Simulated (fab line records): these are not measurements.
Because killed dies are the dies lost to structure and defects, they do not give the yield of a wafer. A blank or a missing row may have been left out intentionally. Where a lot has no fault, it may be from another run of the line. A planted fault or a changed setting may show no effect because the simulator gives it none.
fab line records -- flow sky130
record lots=24, wafers=72, last-day=50
route steps=708 shown VIA3@596 METAL4@634 VIA4@658 METAL5@667 PASSIVATION@682
lots that met no fault: taken from a fault-free run of the same line
start-h: start of the lot's first displayed wafer, in hours after the record's first day -- wait-h: hours since the lot's step before -- " same as the row above -- L1.1+2: a row that stands for several wafers -- - no value, or no start given -- * or withheld: withheld -- < > ~ a bound
route shown NAME@n: NAME is a module with steps in the file, n the number in the route of the first one -- usual: average and standard deviation across the fault-free wafers -- same: alike in all rows -- chamber/n: place in a boat -- sites: per-site readings -- _std_site: their standard deviation -- _edge_site: outer sites' mean less inner sites' -- radius-mm: for every site, how far away it sits from the centre of the wafer -- mask NAME#n: copy n -- behind: the last tool/chamber to shape the wafer -- hold: reason for holding the lot/hours on hold/outcome of the hold -- device: whichever transistor did not switch (one of n, p or np) -- end of line: the tests these same wafers got at the end of their route -- a step without rows: its recipe alone -- killed: not the wafer's yield, but the dies lost to structure and defects at the first sort -- map: a wafer's dies, marking killed ones x, the rest . and places with no die _
set.NAME: the setting that was run; set.NAME@STEP: the one run at that earlier step -- model.NAME: the simulator's own value behind a step, which no gauge read
route steps across a sampled set of lots; one table per step, one row per wafer
services: the hour from which a tool's chamber was out of use, counted from the record's first day as start-h (under 0 if before that day), plus the number of hours and why
## steps
# step SKY_VIA3_THK_MEAS_23
# recipe thk-meas-gauge=xrf, reads=W_of_VIA3_CVD_21
# usual VIA3_W_THK=389/6.3
lot.wafer,tool,chamber,start-h,wait-h,VIA3_W_THK[nm]
L074.1,film-metro-02,-,936.17,0.1,380
L074.3,film-metro-02,-,936.17,0.1,382
L074.6,film-metro-02,-,936.17,0.1,381
L075.1,film-metro-01,-,947.06,0.1,393
L075.4,film-metro-01,-,947.06,0.1,392
L075.5,film-metro-01,-,947.06,0.1,396
L076.1,film-metro-01,-,954.00,0.1,392
L076.4,film-metro-01,-,954.00,0.1,390
L076.6,film-metro-01,-,954.00,0.1,394
L077.4,film-metro-01,-,963.77,0.1,382
L077.5,film-metro-01,-,963.77,0.1,388
L077.6,film-metro-01,-,963.77,0.1,386
L078.1,film-metro-01,-,966.93,0.1,391
L078.3,film-metro-01,-,966.93,0.1,392
L078.6,film-metro-01,-,966.93,0.1,387
L079.1,film-metro-04,-,978.69,0.1,403
L079.3,film-metro-04,-,978.69,0.1,386
L079.5,film-metro-04,-,978.69,0.1,393
L080.1,film-metro-02,-,980.54,0.1,388
L080.2,film-metro-02,-,980.54,0.1,379
L080.6,film-metro-02,-,980.54,0.1,380
L081.3,film-metro-02,-,983.43,0.1,391
L081.4,film-metro-02,-,983.43,0.1,379
L081.5,film-metro-02,-,983.43,0.1,390
L082.1,film-metro-04,-,992.07,0.1,375
L082.3,film-metro-04,-,992.07,0.1,388
L082.6,film-metro-04,-,992.07,0.1,372
L083.2,film-metro-01,-,1002.60,0.1,387
L083.3,film-metro-01,-,1002.60,0.1,383
L083.4,film-metro-01,-,1002.60,0.1,393
L084.1,film-metro-02,-,1002.87,0.1,390
L084.5,film-metro-02,-,1002.87,0.1,389
L084.6,film-metro-02,-,1002.87,0.1,385
L085.1,film-metro-02,-,1010.89,0.1,382
L085.2,film-metro-02,-,1010.89,0.1,393
L085.3,film-metro-02,-,1010.89,0.1,380
L087.1,film-metro-02,-,1024.53,0.1,395
L087.3,film-metro-02,-,1024.53,0.1,389
L087.4,film-metro-02,-,1024.53,0.1,401
L086.2,film-metro-02,-,1026.29,0.1,387
L086.3,film-metro-02,-,1026.29,0.1,392
L086.4,film-metro-02,-,1026.29,0.1,383
L088.4,film-metro-04,-,1026.95,0.1,386
L088.5,film-metro-04,-,1026.95,0.1,399
L088.6,film-metro-04,-,1026.95,0.1,389
L089.1,film-metro-04,-,1038.75,0.1,393
L089.2,film-metro-04,-,1038.75,0.1,397
L089.4,film-metro-04,-,1038.75,0.1,393
L090.1,film-metro-02,-,1046.20,0.1,392
L090.4,film-metro-02,-,1046.20,0.1,388
L090.6,film-metro-02,-,1046.20,0.1,391
L091.2,film-metro-02,-,1050.07,0.1,386
L091.5,film-metro-02,-,1050.07,0.1,383
L091.6,film-metro-02,-,1050.07,0.1,395
L092.2,film-metro-02,-,1053.35,0.1,385
L092.3,film-metro-02,-,1053.35,0.1,395
L092.4,film-metro-02,-,1053.35,0.1,391
L093.3,film-metro-01,-,1065.69,0.1,383
L093.4,film-metro-01,-,1065.69,0.1,386
L093.5,film-metro-01,-,1065.69,0.1,387
L094.1,film-metro-01,-,1069.97,0.1,389
L094.4,film-metro-01,-,1069.97,0.1,401
L094.5,film-metro-01,-,1069.97,0.1,399
L095.2,film-metro-01,-,1072.10,0.1,391
L095.3,film-metro-01,-,1072.10,0.1,389
L095.6,film-metro-01,-,1072.10,0.1,387
L096.2,film-metro-02,-,1079.13,0.1,380
L096.4,film-metro-02,-,1079.13,0.1,398
L096.6,film-metro-02,-,1079.13,0.1,399
L097.4,film-metro-01,-,1085.98,0.1,397
L097.5,film-metro-01,-,1085.98,0.1,391
L097.6,film-metro-01,-,1085.98,0.1,408
# step SKY_VIA3_CMP_24
# recipe stop-on=SiO2, t-overpolish-s=20, down-force-psi=3.5, platen-rpm=60, target-thk-nm=0, pad-velocity-m-s=0.94248
# usual motor-current-A=10.9/1.1, overpolish-run-s=20.000/0.0088, time-to-endpoint-s=95/4.6
# same t-overpolish-s=20
lot.wafer,tool,chamber,start-h,wait-h,motor-current-A,overpolish-run-s,time-to-endpoint-s
L074.3,cmp-02,3,936.23,0.0,12.1,19.996,93
L074.1,cmp-02,0,936.23,0.0,11.9,19.996,91
L074.6,cmp-02,0,936.23,0.0,12.1,19.999,90
L075.4,cmp-02,1,947.12,0.0,11.0,19.997,94
L075.1,cmp-02,3,947.12,0.0,11.9,19.988,99
L075.5,cmp-02,1,947.12,0.0,11.2,20.002,96
L076.4,cmp-01,2,954.06,0.0,8.5,20.002,91
L076.1,cmp-01,0,954.06,0.0,11.2,19.997,97
L076.6,cmp-01,2,954.06,0.0,8.7,20.004,94
L077.4,cmp-01,1,963.85,0.1,10.1,20.011,98
L077.6,cmp-01,0,963.85,0.1,11.2,20.007,94
L077.5,cmp-01,1,963.85,0.1,9.9,20.012,101
L078.3,cmp-01,3,967.04,0.1,11.9,19.988,90
L078.1,cmp-01,0,967.04,0.1,11.2,20.002,95
L078.6,cmp-01,2,967.04,0.1,9.0,20.004,90
L079.3,cmp-02,0,978.80,0.1,11.4,19.999,90
L079.1,cmp-02,1,978.80,0.1,11.1,20.016,90
L079.5,cmp-02,0,978.80,0.1,11.7,20.012,93
L080.2,cmp-01,0,980.65,0.1,10.4,20.002,93
L080.1,cmp-01,1,980.65,0.1,10.4,19.986,97
L080.6,cmp-01,3,980.65,0.1,11.6,20.022,89
L081.4,cmp-02,1,983.47,0.0,11.4,19.996,93
L081.3,cmp-02,2,983.47,0.0,11.8,19.989,96
L081.5,cmp-02,2,983.47,0.0,11.4,19.990,97
L082.1,cmp-01,1,992.13,0.1,10.2,19.995,100
L082.3,cmp-01,0,992.13,0.1,10.3,19.994,100
L082.6,cmp-01,2,992.13,0.1,8.4,20.007,89
L083.3,cmp-02,0,1002.78,0.2,12.1,19.991,97
L083.4,cmp-02,1,1002.78,0.2,11.6,20.010,94
L083.2,cmp-02,2,1002.78,0.2,11.5,20.008,102
L084.1,cmp-02,3,1003.13,0.3,12.0,19.996,90
L084.6,cmp-02,1,1003.13,0.3,10.6,20.009,87
L084.5,cmp-02,2,1003.13,0.3,10.8,19.996,96
L085.2,cmp-02,2,1011.00,0.1,11.3,20.003,98
L085.3,cmp-02,3,1011.00,0.1,11.0,19.993,93
L085.1,cmp-02,0,1011.00,0.1,11.7,19.984,91
L087.4,cmp-01,0,1024.59,0.0,10.5,20.002,107
L087.1,cmp-01,1,1024.59,0.0,10.1,19.997,109
L087.3,cmp-01,3,1024.59,0.0,12.2,19.996,99
L086.3,cmp-02,2,1026.34,0.0,11.7,20.002,94
L086.4,cmp-02,3,1026.34,0.0,11.6,20.007,93
L086.2,cmp-02,0,1026.34,0.0,11.8,19.987,93
L088.4,cmp-02,3,1027.08,0.1,11.7,20.001,93
L088.6,cmp-02,1,1027.08,0.1,11.0,19.993,91
L088.5,cmp-02,2,1027.08,0.1,11.2,20.010,97
L089.4,cmp-02,1,1038.86,0.1,11.3,20.006,91
L089.1,cmp-02,2,1038.86,0.1,11.2,20.011,98
L089.2,cmp-02,3,1038.86,0.1,11.5,20.004,93
L090.1,cmp-01,0,1046.36,0.1,11.0,19.992,103
L090.4,cmp-01,1,1046.36,0.1,10.3,20.012,104
L090.6,cmp-01,3,1046.36,0.1,11.2,20.010,100
L091.2,cmp-02,2,1050.12,0.0,11.1,20.013,92
L091.5,cmp-02,2,1050.12,0.0,11.2,20.003,94
L091.6,cmp-02,3,1050.12,0.0,12.3,19.995,99
L092.3,cmp-01,2,1053.40,0.0,8.3,20.005,93
L092.4,cmp-01,3,1053.40,0.0,11.9,20.012,95
L092.2,cmp-01,1,1053.40,0.0,10.1,20.002,104
L093.4,cmp-01,1,1065.77,0.1,10.3,19.999,104
L093.3,cmp-01,3,1065.77,0.1,12.2,20.007,93
L093.5,cmp-01,2,1065.77,0.1,8.3,20.011,92
L094.1,cmp-01,1,1070.08,0.1,10.3,19.992,100
L094.4,cmp-01,3,1070.08,0.1,11.2,19.993,96
L094.5,cmp-01,1,1070.08,0.1,10.3,19.988,103
L095.3,cmp-02,1,1072.15,0.0,11.2,20.005,95
L095.2,cmp-02,0,1072.15,0.0,11.4,20.002,99
L095.6,cmp-02,1,1072.15,0.0,11.1,19.992,95
L096.4,cmp-01,1,1079.18,0.0,10.2,20.003,109
L096.2,cmp-01,0,1079.18,0.0,10.8,20.001,102
L096.6,cmp-01,2,1079.18,0.0,8.6,19.993,96
L097.4,cmp-02,2,1086.06,0.1,11.4,19.998,90
L097.5,cmp-02,1,1086.06,0.1,11.0,20.009,89
L097.6,cmp-02,2,1086.06,0.1,10.9,19.998,98
# step SKY_METAL4_METAL_ETCH_18
# recipe target-depth-a=8450, stop-on=SiO2, over-etch-frac=0.3, time-s=183.1, chemistry=Cl2/BCl3, resist-sidewall-deg=88, pressure-mtorr=10, icp-w=900, bias-w=48.5, Cl2_flow_sccm=60, bcl3-flow-sccm=30
# usual drypump-motor-current-A=5.5/0.54, mfc-cl2-sccm=60.00/0.19, oes-product-au=0.867/0.007, throttle-valve-pct=22.264/0.0085
lot.wafer,tool,chamber,start-h,wait-h,drypump-motor-current-A,mfc-cl2-sccm,oes-product-au,rf-hours-counter-h,throttle-valve-pct
L074.1,rie-metal-01,0,986.57,0.0,4.7,60.40,0.867,16,22.248
L074.3,rie-metal-01,0,986.57,0.0,4.7,60.23,0.865,-,22.255
L074.6,rie-metal-01,0,986.57,0.0,4.7,60.05,0.872,-,22.263
L075.1,rie-metal-02,1,997.02,0.0,5.9,60.36,0.867,20,22.262
L075.4,rie-metal-02,0,997.02,0.0,5.5,60.02,0.876,-,22.262
L075.5,rie-metal-02,1,997.02,0.0,5.8,60.12,0.865,-,22.269
L076.1,rie-metal-02,1,1002.67,0.0,5.9,59.87,0.869,20,22.248
L076.4,rie-metal-02,1,1002.67,0.0,5.9,59.54,0.873,-,22.261
L076.6,rie-metal-02,1,1002.67,0.0,5.9,59.68,0.857,-,22.265
L077.4,rie-metal-01,0,1012.17,0.1,4.7,59.67,0.872,-,22.259
L077.5,rie-metal-01,1,1012.17,0.1,5.9,59.93,0.861,-,22.273
L077.6,rie-metal-01,0,1012.17,0.1,4.7,59.77,0.870,-,22.269
L078.1,rie-metal-03,0,1014.72,0.0,5.1,59.82,0.868,17,22.261
L078.3,rie-metal-03,1,1014.72,0.0,6.2,59.96,0.871,-,22.256
L078.6,rie-metal-03,1,1014.72,0.0,6.2,60.03,0.872,-,22.267
L079.1,rie-metal-01,0,1027.16,0.0,4.7,60.08,0.861,19,22.276
L079.3,rie-metal-01,1,1027.16,0.0,5.9,59.96,0.860,-,22.281
L079.5,rie-metal-01,0,1027.16,0.0,4.7,60.05,0.871,-,22.279
L080.1,rie-metal-03,1,1028.74,0.0,6.2,59.72,0.872,16,22.266
L080.2,rie-metal-03,0,1028.74,0.0,5.1,59.92,0.876,18,22.258
L080.6,rie-metal-03,0,1028.74,0.0,5.1,59.79,0.861,-,22.260
L081.3,rie-metal-03,1,1031.52,0.1,6.2,60.15,0.854,-,22.271
L081.4,rie-metal-03,0,1031.52,0.1,5.1,60.09,0.864,-,22.256
L081.5,rie-metal-03,1,1031.52,0.1,6.2,60.08,0.869,-,22.259
L082.1,rie-metal-01,0,1039.46,0.0,4.7,59.76,0.869,19,22.274
L082.3,rie-metal-01,0,1039.46,0.0,4.8,60.00,0.864,-,22.256
L082.6,rie-metal-01,1,1039.46,0.0,5.9,60.12,0.865,-,22.270
L083.2,rie-metal-02,0,1050.21,0.0,5.5,59.82,0.873,18,22.261
L083.3,rie-metal-02,0,1050.21,0.0,5.5,59.93,0.868,-,22.270
L083.4,rie-metal-02,1,1050.21,0.0,5.9,60.33,0.863,-,22.265
L084.1,rie-metal-01,0,1050.82,0.0,4.7,59.91,0.863,20,22.266
L084.5,rie-metal-01,1,1050.82,0.0,5.9,59.86,0.871,-,22.275
L084.6,rie-metal-01,0,1050.82,0.0,4.7,59.76,0.860,-,22.260
L085.1,rie-metal-03,1,1057.47,0.0,6.1,59.75,0.854,17,22.259
L085.2,rie-metal-03,0,1057.47,0.0,5.1,60.10,0.869,20,22.270
L085.3,rie-metal-03,1,1057.47,0.0,6.2,59.98,0.862,-,22.257
L087.1,rie-metal-01,1,1070.36,0.0,5.9,59.95,0.866,23,22.258
L087.3,rie-metal-01,0,1070.36,0.0,4.7,60.36,0.865,-,22.262
L087.4,rie-metal-01,1,1070.36,0.0,5.9,60.00,0.870,-,22.278
L086.2,rie-metal-03,1,1072.81,0.0,6.2,59.94,0.872,18,22.272
L086.3,rie-metal-03,0,1072.81,0.0,5.1,60.34,0.872,-,22.260
L086.4,rie-metal-03,1,1072.81,0.0,6.2,59.79,0.866,-,22.265
L088.4,rie-metal-01,0,1073.22,0.1,4.7,59.96,0.878,-,22.261
L088.5,rie-metal-01,1,1073.22,0.1,5.9,59.91,0.872,-,22.273
L088.6,rie-metal-01,0,1073.22,0.1,4.7,59.88,0.877,-,22.261
L089.1,rie-metal-03,1,1083.31,0.0,6.2,60.02,0.864,19,22.251
L089.2,rie-metal-03,0,1083.31,0.0,5.1,60.26,0.864,21,22.263
L089.4,rie-metal-03,1,1083.31,0.0,6.2,60.07,0.867,-,22.270
L090.1,rie-metal-01,1,1090.67,0.0,5.9,59.60,0.856,25,22.268
L090.4,rie-metal-01,0,1090.67,0.0,4.7,60.21,0.859,-,22.277
L090.6,rie-metal-01,1,1090.67,0.0,5.9,59.85,0.866,-,22.262
L091.2,rie-metal-02,0,1095.07,0.0,5.5,59.95,0.879,21,22.278
L091.5,rie-metal-02,1,1095.07,0.0,5.9,60.42,0.859,-,22.272
L091.6,rie-metal-02,0,1095.07,0.0,5.4,59.89,0.875,-,22.270
L092.2,rie-metal-01,0,1097.27,0.0,4.7,60.38,0.865,24,22.271
L092.3,rie-metal-01,0,1097.27,0.0,4.7,60.32,0.875,-,22.264
L092.4,rie-metal-01,1,1097.27,0.0,5.9,60.10,0.863,-,22.262
L093.3,rie-metal-01,0,1108.78,0.1,4.7,60.16,0.866,-,22.258
L093.4,rie-metal-01,0,1108.78,0.1,4.7,59.96,0.857,-,22.255
L093.5,rie-metal-01,0,1108.78,0.1,4.7,59.89,0.879,-,22.263
L094.1,rie-metal-03,1,1113.05,0.0,6.2,60.02,0.875,21,22.264
L094.4,rie-metal-03,0,1113.05,0.0,5.1,60.03,0.863,-,22.272
L094.5,rie-metal-03,1,1113.05,0.0,6.2,60.05,0.856,-,22.286
L095.2,rie-metal-02,1,1115.15,0.0,5.9,60.21,0.860,5,22.272
L095.3,rie-metal-02,0,1115.15,0.0,5.5,59.90,0.861,-,22.264
L095.6,rie-metal-02,0,1115.15,0.0,5.5,60.17,0.856,-,22.275
L096.2,rie-metal-02,1,1122.61,0.1,5.9,60.14,0.890,-,22.278
L096.4,rie-metal-02,1,1122.61,0.1,5.9,60.07,0.882,-,22.240
L096.6,rie-metal-02,1,1122.61,0.1,5.9,59.88,0.868,-,22.256
L097.4,rie-metal-03,0,1127.31,0.1,5.1,60.28,0.869,-,22.264
L097.5,rie-metal-03,0,1127.31,0.1,5.1,60.11,0.883,-,22.260
L097.6,rie-metal-03,1,1127.31,0.1,6.2,59.92,0.872,-,22.256
# step SKY_VIA4_RS_MEAS_19
# recipe thk-meas-gauge=four-point-probe, reads=W_of_VIA4_CVD_18+TiN_of_VIA4_SPUTTER_17
# usual VIA4_W_RS=0.2289/0.0029
lot.wafer,tool,chamber,start-h,wait-h,VIA4_W_RS[ohm/sq]
L074.1,film-metro-03,-,1012.55,0.1,0.2311
L074.3,film-metro-03,-,1012.55,0.1,0.2243
L074.6,film-metro-03,-,1012.55,0.1,0.2272
L075.1,film-metro-04,-,1022.57,0.1,0.2249
L075.4,film-metro-04,-,1022.57,0.1,0.2251
L075.5,film-metro-04,-,1022.57,0.1,0.2270
L076.1,film-metro-03,-,1028.35,0.1,0.2326
L076.4,film-metro-03,-,1028.35,0.1,0.2276
L076.6,film-metro-03,-,1028.35,0.1,0.2279
L077.4,film-metro-03,-,1036.76,0.1,0.2293
L077.5,film-metro-03,-,1036.76,0.1,0.2266
L077.6,film-metro-03,-,1036.76,0.1,0.2294
L078.1,film-metro-03,-,1039.08,0.1,0.2249
L078.3,film-metro-03,-,1039.08,0.1,0.2309
L078.6,film-metro-03,-,1039.08,0.1,0.2276
L079.1,film-metro-03,-,1052.12,0.1,0.2272
L079.3,film-metro-03,-,1052.12,0.1,0.2283
L079.5,film-metro-03,-,1052.12,0.1,0.2275
L080.1,film-metro-01,-,1053.07,0.1,0.2278
L080.2,film-metro-01,-,1053.07,0.1,0.2274
L080.6,film-metro-01,-,1053.07,0.1,0.2274
L081.3,film-metro-04,-,1056.54,0.1,0.2267
L081.4,film-metro-04,-,1056.54,0.1,0.2257
L081.5,film-metro-04,-,1056.54,0.1,0.2233
L082.1,film-metro-03,-,1064.10,0.1,0.2303
L082.3,film-metro-03,-,1064.10,0.1,0.2267
L082.6,film-metro-03,-,1064.10,0.1,0.2297
L083.2,film-metro-04,-,1073.92,0.1,0.2299
L083.3,film-metro-04,-,1073.92,0.1,0.2247
L083.4,film-metro-04,-,1073.92,0.1,0.2281
L084.1,film-metro-01,-,1074.62,0.1,0.2253
L084.5,film-metro-01,-,1074.62,0.1,0.2295
L084.6,film-metro-01,-,1074.62,0.1,0.2243
L085.1,film-metro-04,-,1081.06,0.1,0.2303
L085.2,film-metro-04,-,1081.06,0.1,0.2334
L085.3,film-metro-04,-,1081.06,0.1,0.2322
L087.1,film-metro-01,-,1093.56,0.1,0.2295
L087.3,film-metro-01,-,1093.56,0.1,0.2328
L087.4,film-metro-01,-,1093.56,0.1,0.2310
L086.2,film-metro-03,-,1096.45,0.1,0.2325
L086.3,film-metro-03,-,1096.45,0.1,0.2325
L086.4,film-metro-03,-,1096.45,0.1,0.2336
L088.4,film-metro-03,-,1097.02,0.1,0.2276
L088.5,film-metro-03,-,1097.02,0.1,0.2293
L088.6,film-metro-03,-,1097.02,0.1,0.2245
L089.1,film-metro-01,-,1106.27,0.1,0.2294
L089.2,film-metro-01,-,1106.27,0.1,0.2341
L089.4,film-metro-01,-,1106.27,0.1,0.2298
L090.1,film-metro-03,-,1113.70,0.3,0.2336
L090.4,film-metro-03,-,1113.70,0.3,0.2264
L090.6,film-metro-03,-,1113.70,0.3,0.2317
L091.2,film-metro-04,-,1117.39,0.1,0.2332
L091.5,film-metro-04,-,1117.39,0.1,0.2328
L091.6,film-metro-04,-,1117.39,0.1,0.2334
L092.2,film-metro-01,-,1119.75,0.2,0.2341
L092.3,film-metro-01,-,1119.75,0.2,0.2325
L092.4,film-metro-01,-,1119.75,0.2,0.2324
L093.3,film-metro-03,-,1130.89,0.1,0.2322
L093.4,film-metro-03,-,1130.89,0.1,0.2334
L093.5,film-metro-03,-,1130.89,0.1,0.2289
L094.1,film-metro-03,-,1135.07,0.1,0.2305
L094.4,film-metro-03,-,1135.07,0.1,0.2309
L094.5,film-metro-03,-,1135.07,0.1,0.2291
L095.2,film-metro-04,-,1136.67,0.1,0.2241
L095.3,film-metro-04,-,1136.67,0.1,0.2261
L095.6,film-metro-04,-,1136.67,0.1,0.2249
L096.2,film-metro-03,-,1144.65,0.1,0.2281
L096.4,film-metro-03,-,1144.65,0.1,0.2273
L096.6,film-metro-03,-,1144.65,0.1,0.2284
L097.4,film-metro-04,-,1148.33,0.1,0.2300
L097.5,film-metro-04,-,1148.33,0.1,0.2263
L097.6,film-metro-04,-,1148.33,0.1,0.2273
# step SKY_METAL5_THK_MEAS_06
# recipe thk-meas-gauge=xrf, reads=AlCu_of_METAL5_SPUTTER_02
# usual METAL5_ALCU_THK=1142/20
lot.wafer,tool,chamber,start-h,wait-h,METAL5_ALCU_THK[nm]
L074.1,film-metro-03,-,1013.32,0.1,1133
L074.3,film-metro-03,-,1013.32,0.1,1137
L074.6,film-metro-03,-,1013.32,0.1,1143
L075.1,film-metro-02,-,1023.34,0.1,1130
L075.4,film-metro-02,-,1023.34,0.1,1144
L075.5,film-metro-02,-,1023.34,0.1,1162
L076.1,film-metro-03,-,1029.12,0.1,1142
L076.4,film-metro-03,-,1029.12,0.1,1144
L076.6,film-metro-03,-,1029.12,0.1,1167
L077.4,film-metro-03,-,1037.50,0.1,1180
L077.5,film-metro-03,-,1037.50,0.1,1139
L077.6,film-metro-03,-,1037.50,0.1,1148
L078.1,film-metro-03,-,1039.85,0.1,1167
L078.3,film-metro-03,-,1039.85,0.1,1151
L078.6,film-metro-03,-,1039.85,0.1,1164
L079.1,film-metro-02,-,1052.89,0.1,1137
L079.3,film-metro-02,-,1052.89,0.1,1165
L079.5,film-metro-02,-,1052.89,0.1,1149
L080.1,film-metro-03,-,1053.83,0.1,1145
L080.2,film-metro-03,-,1053.83,0.1,1167
L080.6,film-metro-03,-,1053.83,0.1,1153
L081.3,film-metro-01,-,1057.29,0.1,1170
L081.4,film-metro-01,-,1057.29,0.1,1157
L081.5,film-metro-01,-,1057.29,0.1,1156
L082.1,film-metro-03,-,1064.87,0.1,1163
L082.3,film-metro-03,-,1064.87,0.1,1141
L082.6,film-metro-03,-,1064.87,0.1,1170
L083.2,film-metro-02,-,1074.68,0.1,1139
L083.3,film-metro-02,-,1074.68,0.1,1111
L083.4,film-metro-02,-,1074.68,0.1,1132
L084.1,film-metro-03,-,1075.39,0.1,1164
L084.5,film-metro-03,-,1075.39,0.1,1160
L084.6,film-metro-03,-,1075.39,0.1,1180
L085.1,film-metro-01,-,1081.82,0.1,1118
L085.2,film-metro-01,-,1081.82,0.1,1159
L085.3,film-metro-01,-,1081.82,0.1,1134
L087.1,film-metro-02,-,1094.33,0.1,1170
L087.3,film-metro-02,-,1094.33,0.1,1118
L087.4,film-metro-02,-,1094.33,0.1,1122
L086.2,film-metro-01,-,1097.28,0.1,1138
L086.3,film-metro-01,-,1097.28,0.1,1156
L086.4,film-metro-01,-,1097.28,0.1,1152
L088.4,film-metro-03,-,1097.86,0.1,1165
L088.5,film-metro-03,-,1097.86,0.1,1159
L088.6,film-metro-03,-,1097.86,0.1,1158
L089.1,film-metro-01,-,1107.03,0.1,1128
L089.2,film-metro-01,-,1107.03,0.1,1110
L089.4,film-metro-01,-,1107.03,0.1,1121
L090.1,film-metro-02,-,1114.47,0.1,1125
L090.4,film-metro-02,-,1114.47,0.1,1118
L090.6,film-metro-02,-,1114.47,0.1,1135
L091.2,film-metro-01,-,1118.15,0.1,1116
L091.5,film-metro-01,-,1118.15,0.1,1133
L091.6,film-metro-01,-,1118.15,0.1,1105
L092.2,film-metro-02,-,1120.50,0.1,1124
L092.3,film-metro-02,-,1120.50,0.1,1126
L092.4,film-metro-02,-,1120.50,0.1,1127
L093.3,film-metro-03,-,1131.64,0.1,1127
L093.4,film-metro-03,-,1131.64,0.1,1132
L093.5,film-metro-03,-,1131.64,0.1,1139
L094.1,film-metro-02,-,1135.83,0.1,1113
L094.4,film-metro-02,-,1135.83,0.1,1117
L094.5,film-metro-02,-,1135.83,0.1,1120
L095.2,film-metro-03,-,1137.42,0.1,1153
L095.3,film-metro-03,-,1137.42,0.1,1141
L095.6,film-metro-03,-,1137.42,0.1,1150
L096.2,film-metro-02,-,1145.41,0.1,1126
L096.4,film-metro-02,-,1145.41,0.1,1109
L096.6,film-metro-02,-,1145.41,0.1,1119
L097.4,film-metro-02,-,1149.07,0.1,1170
L097.5,film-metro-02,-,1149.07,0.1,1129
L097.6,film-metro-02,-,1149.07,0.1,1157
# step SKY_PASSIVATION_THK_MEAS_01
# recipe reads=SiO2_of_PASSIVATION_CVD_00
# usual PASSIVATION_CVD_00_THK=90.3/1.2
lot.wafer,tool,chamber,start-h,wait-h,PASSIVATION_CVD_00_THK[nm]
L074.1,film-metro-01,-,1036.37,-,91.0
L074.3,film-metro-01,-,1036.37,-,90.0
L074.6,film-metro-01,-,1036.37,-,93.2
L075.1,film-metro-02,-,1047.04,-,87.9
L075.4,film-metro-02,-,1047.04,-,90.3
L075.5,film-metro-02,-,1047.04,-,90.0
L076.1,film-metro-04,-,1051.97,-,89.4
L076.4,film-metro-04,-,1051.97,-,90.1
L076.6,film-metro-04,-,1051.97,-,90.3
L077.4,film-metro-04,-,1060.84,-,93.3
L077.5,film-metro-04,-,1060.84,-,91.2
L077.6,film-metro-04,-,1060.84,-,92.3
L078.1,film-metro-01,-,1062.79,-,90.8
L078.3,film-metro-01,-,1062.79,-,88.6
L078.6,film-metro-01,-,1062.79,-,91.7
L079.1,film-metro-02,-,1075.19,-,88.8
L079.3,film-metro-02,-,1075.19,-,89.8
L079.5,film-metro-02,-,1075.19,-,90.4
L080.1,film-metro-04,-,1075.90,-,87.5
L080.2,film-metro-04,-,1075.90,-,88.6
L080.6,film-metro-04,-,1075.90,-,90.5
L081.3,film-metro-02,-,1079.46,-,89.9
L081.4,film-metro-02,-,1079.46,-,91.0
L081.5,film-metro-02,-,1079.46,-,91.1
L082.1,film-metro-02,-,1086.06,-,89.9
L082.3,film-metro-02,-,1086.06,-,89.7
L082.6,film-metro-02,-,1086.06,-,90.2
L083.2,film-metro-01,-,1096.55,-,89.5
L083.3,film-metro-01,-,1096.55,-,89.4
L083.4,film-metro-01,-,1096.55,-,91.7
L084.1,film-metro-01,-,1097.33,-,90.5
L084.5,film-metro-01,-,1097.33,-,89.8
L084.6,film-metro-01,-,1097.33,-,92.0
L085.1,film-metro-01,-,1103.01,-,89.1
L085.2,film-metro-01,-,1103.01,-,89.0
L085.3,film-metro-01,-,1103.01,-,90.8
L087.1,film-metro-01,-,1115.25,-,89.3
L087.3,film-metro-01,-,1115.25,-,90.1
L087.4,film-metro-01,-,1115.25,-,91.7
L086.2,film-metro-04,-,1117.72,-,90.9
L086.3,film-metro-04,-,1117.72,-,88.6
L086.4,film-metro-04,-,1117.72,-,90.0
L088.4,film-metro-02,-,1119.23,-,90.1
L088.5,film-metro-02,-,1119.23,-,89.9
L088.6,film-metro-02,-,1119.23,-,89.9
L089.1,film-metro-02,-,1127.01,-,87.6
L089.2,film-metro-02,-,1127.01,-,89.1
L089.4,film-metro-02,-,1127.01,-,91.4
L090.1,film-metro-02,-,1135.14,-,91.2
L090.4,film-metro-02,-,1135.14,-,91.8
L090.6,film-metro-02,-,1135.14,-,91.6
L091.2,film-metro-02,-,1138.57,-,88.8
L091.5,film-metro-02,-,1138.57,-,90.5
L091.6,film-metro-02,-,1138.57,-,91.1
L092.2,film-metro-02,-,1140.70,-,89.9
L092.3,film-metro-02,-,1140.70,-,89.7
L092.4,film-metro-02,-,1140.70,-,91.4
L093.3,film-metro-02,-,1150.21,-,88.0
L093.4,film-metro-02,-,1150.21,-,90.7
L093.5,film-metro-02,-,1150.21,-,89.4
L094.1,film-metro-02,-,1154.97,-,88.5
L094.4,film-metro-02,-,1154.97,-,91.2
L094.5,film-metro-02,-,1154.97,-,90.4
L095.2,film-metro-02,-,1156.95,-,88.0
L095.3,film-metro-02,-,1156.95,-,88.9
L095.6,film-metro-02,-,1156.95,-,90.3
L096.2,film-metro-04,-,1164.55,-,88.3
L096.4,film-metro-04,-,1164.55,-,91.7
L096.6,film-metro-04,-,1164.55,-,89.9
L097.4,film-metro-02,-,1167.57,-,91.1
L097.5,film-metro-02,-,1167.57,-,92.0
L097.6,film-metro-02,-,1167.57,-,92.4
## services
tool,chamber,start-h,hours,kind
cmp-02,-,916.00,-,consumable-replace:conditioner
cmp-02,-,916.00,-,consumable-replace:pad
rie-metal-03,1,946.09,1.0,repair
cmp-02,-,970.80,5.8,repair
rie-metal-02,1,1020.30,-,clean
rie-metal-02,1,1020.30,15.2,scheduled-down
rie-metal-02,1,1020.30,15.2,vent-cycle
rie-metal-03,-,1020.39,1.3,repair
cmp-02,-,1059.91,1.5,repair
cmp-01,-,1084.08,4.0,pm
cmp-01,-,1088.08,-,consumable-replace:conditioner
cmp-01,-,1088.08,-,consumable-replace:pad
rie-metal-01,1,1107.22,-,clean
rie-metal-01,1,1107.22,17.2,scheduled-down
rie-metal-01,1,1107.22,17.2,vent-cycle
rie-metal-02,0,1119.93,10.8,repair
rie-metal-01,0,1121.96,13.8,repair
rie-metal-03,-,1122.14,3.6,repair
## key
fault none
